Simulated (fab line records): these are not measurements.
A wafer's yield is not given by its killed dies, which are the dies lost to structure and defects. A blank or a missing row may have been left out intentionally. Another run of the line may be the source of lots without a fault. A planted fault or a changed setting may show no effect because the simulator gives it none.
A lot that was struck, set against a sound lot | flow gf180mcu | 14 steps out of a route of 602
Sound: these wafers, L276.2, L276.4, L276.5. Wafers L273.1, L273.3, L273.4 were the ones struck. Last of all comes the cause.
At each step with rows: each side's tool, then ch and its chambers, then its first start. Under that, the readings that differ: sound wafers | struck wafers | difference of the means | sigmas: that difference in standard deviations of wafers without a fault.
alike: readings with means less than 2 such deviations apart, plus words and numbers identical on both sides. not compared: withheld readings, readings lacking a value on some wafer, bounds such as >300 that could conceal the same value, and numbers that have no deviation in the record and whose values overlap.
The two part at a step that has a row with sigmas, a row that says differs or no value, or rows on one side only. Numbers that don't overlap but have no deviation are shown without sigmas and don't part them. Lack of a reading on every wafer of one side parts them only where that side has two or more wafers.

first, 1 step without rows for these wafers: GF_V4_CVD_00 (deposits SiO2, target thk 600 nm, time 100 s).
GF_V4_THK_MEAS_01:
  sound on film_metro-02, day 29 22:39; struck on film_metro-04, day 29 05:24
  alike: V4_CVD_00_THK
GF_V4_CVD_02: deposits SiO2 from TEOS, target thk 850 nm, time 94.851 s.
  sound on pecvd-03 ch 0,1,2, day 29 22:42; struck on pecvd-02 ch 1,2, day 29 05:28
  alike: heater_power_w
GF_V4_THK_MEAS_03:
  sound on film_metro-02, day 29 22:47; struck on film_metro-04, day 29 05:32
  alike: V4_CVD_02_THK
GF_V4_CMP_04: polishes SiO2.
  sound on cmp-02 ch 0,1,3, day 29 22:53; struck on cmp-02 ch 0,2,3, day 29 05:47
  alike: motor_current_A, platen_rpm, time_to_endpoint_s
GF_V4_BOW_MEAS_05:
  sound on film_metro-01, day 29 23:09; struck on film_metro-04, day 29 06:05
  alike: V4_BOW
then, 6 steps without rows for these wafers: GF_V4_DEHYDRATE_06 (time 60 s); GF_V4_HMDS_07 (prime time 60 s); GF_V4_COAT_08; GF_V4_COAT_09 (resist thk 1000 nm); GF_V4_SOFTBAKE_10 (time 60 s); GF_V4_EXPOSE_11 (exposes mask Via4, target cd 260 nm).
GF_V4_PEB_12: peb time 90 s.
  sound on litho_track-04 ch 0, day 30 16:53; struck on litho_track-04, day 30 01:04
  no value came back on the struck wafers for chill_plate_temp_C (C), exhaust_pa (Pa); on the sound wafers chill_plate_temp_C (C) reads 22.82 22.79 22.88
then, 1 step without rows for these wafers: GF_V4_DEVELOP_13 (develop time 60 s).

## WHERE THEY PART
GF_V4_PEB_12 only, going by this record.

WHY: whatever the simulator had introduced
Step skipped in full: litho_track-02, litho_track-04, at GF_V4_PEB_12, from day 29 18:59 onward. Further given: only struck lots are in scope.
